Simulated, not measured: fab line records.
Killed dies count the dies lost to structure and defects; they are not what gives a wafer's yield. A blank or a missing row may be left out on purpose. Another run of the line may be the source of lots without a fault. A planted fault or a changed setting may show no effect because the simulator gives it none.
Struck lot and sound lot, side by side    flow sky130    15 out of 708 route steps
Sound: wafers L108.2, L108.3, L108.4. Wafers struck: L104.2, L104.3, L104.5. Last of all comes the cause.
For every step that has rows: the tool of each side, followed by ch and its chambers, followed by its first start. Under that, the readings that differ: sound wafers    struck wafers    difference of the means    sigmas: that difference in standard deviations of wafers without a fault.
alike: same words and numbers on both sides, and readings whose means sit less than 2 such deviations apart. not compared: any withheld reading, any reading some wafer has no value for, any bound like >300 that may hide the same value, and any number with overlapping values for which the record gives no deviation.
The two part at a step that has a row with sigmas, a row that says differs or no value, or rows on one side only. When numbers do not overlap yet have no deviation, they are printed without sigmas and do not part them. A reading missing from all wafers of one side parts the sides only when that side holds two or more wafers.

SKY_CAPM_RS_MEAS_03: measurement is done with a four-point probe.
  sound: filmMetro-03 at day 41 04:56; struck: filmMetro-04 at day 39 23:22
  alike: CAPM_TIN_RS
SKY_CAPM_THK_MEAS_04: measures by xrf.
  sound: filmMetro-03 at day 41 05:03; struck: filmMetro-04 at day 39 23:28
  alike: CAPM_TIN_THK
then, 7 steps without rows for these wafers: SKY_CAPM_DEHYDRATE_05 (time 60 s); SKY_CAPM_HMDS_06 (prime time 60 s); SKY_CAPM_COAT_07 (resist thk 1140 nm); SKY_CAPM_SOFTBAKE_08 (time 60 s); SKY_CAPM_EXPOSE_09 (exposes mask CAPM, target cd 1000 nm); SKY_CAPM_PEB_10; SKY_CAPM_DEVELOP_11 (develop time 60 s).
SKY_CAPM_OVL_MEAS_12:
  sound: overlay-01 at day 42 04:56; struck: overlay-02 at day 40 23:36
  alike: CAPM_OVL
SKY_CAPM_METAL_ETCH_13: etches TiN in Cl2/BCl3, stops on SiO2, target depth 220 nm, time 62.9 s.
  sound on rieMetal-01 ch 1, day 42 04:59; struck on rieMetal-04 ch 0,1, day 40 23:38
  alike: drypumpMotorCurrentA, oesProductAu, throttleValvePct
  not compared: rfHoursCounterH
SKY_CAPM_STRIP_14: strips in O2/N2.
  sound on plasmaAsher-03 ch 0,1, day 42 05:07; struck on plasmaAsher-04 ch 0,1, day 40 23:42
  alike: chamberPressureMTorr, drypumpMotorCurrentA, oesProductAu, stripTimeToEndpointS
  not compared: rfHoursCounterH
SKY_CAPM_STRIP_15: strips in post etch residue remover, time 1200 s.
  sound on wetBench-01 ch 3, day 42 05:13; struck on wetBench-03 ch 0, day 40 23:48
  no value came back on the struck wafers for bathGuardTempC (C), bathHeatDutyPct (%); on the sound wafers bathGuardTempC (C) reads 73.2 73.2 73.0
then, 1 step without rows for these wafers: SKY_CAPM_CLEAN_16 (cleans in IPA, time 180 s).
-- the record jumps here: 8 days lie between the struck wafers' starts before and after (it left off in module CAPM and takes up again in module PAD_OPEN, whose first step shown is number 708 of the route) --
SKY_PAD_OPEN_PROBE_99:
  sound: prober-02 at day 49 13:09; struck: prober-02 at day 48 16:40
  alike: defectLimitedYield, killed_at_M0_to_M3, killed_at_M4_up, killedAtContacts, killedAtFrontEnd, killedAtOther, killedDies, killedOpen, killedShort, sort_bin_3_pad_short, sort_bin_5_function, sort_bin_6_memory, sortNPass, sortYieldPct

WHERE THEY PART
At SKY_CAPM_STRIP_15 and nowhere else, as far as this record goes. Later steps at which nothing parts them and some readings are alike: SKY_PAD_OPEN_PROBE_99.

WHY: what the simulator had put in
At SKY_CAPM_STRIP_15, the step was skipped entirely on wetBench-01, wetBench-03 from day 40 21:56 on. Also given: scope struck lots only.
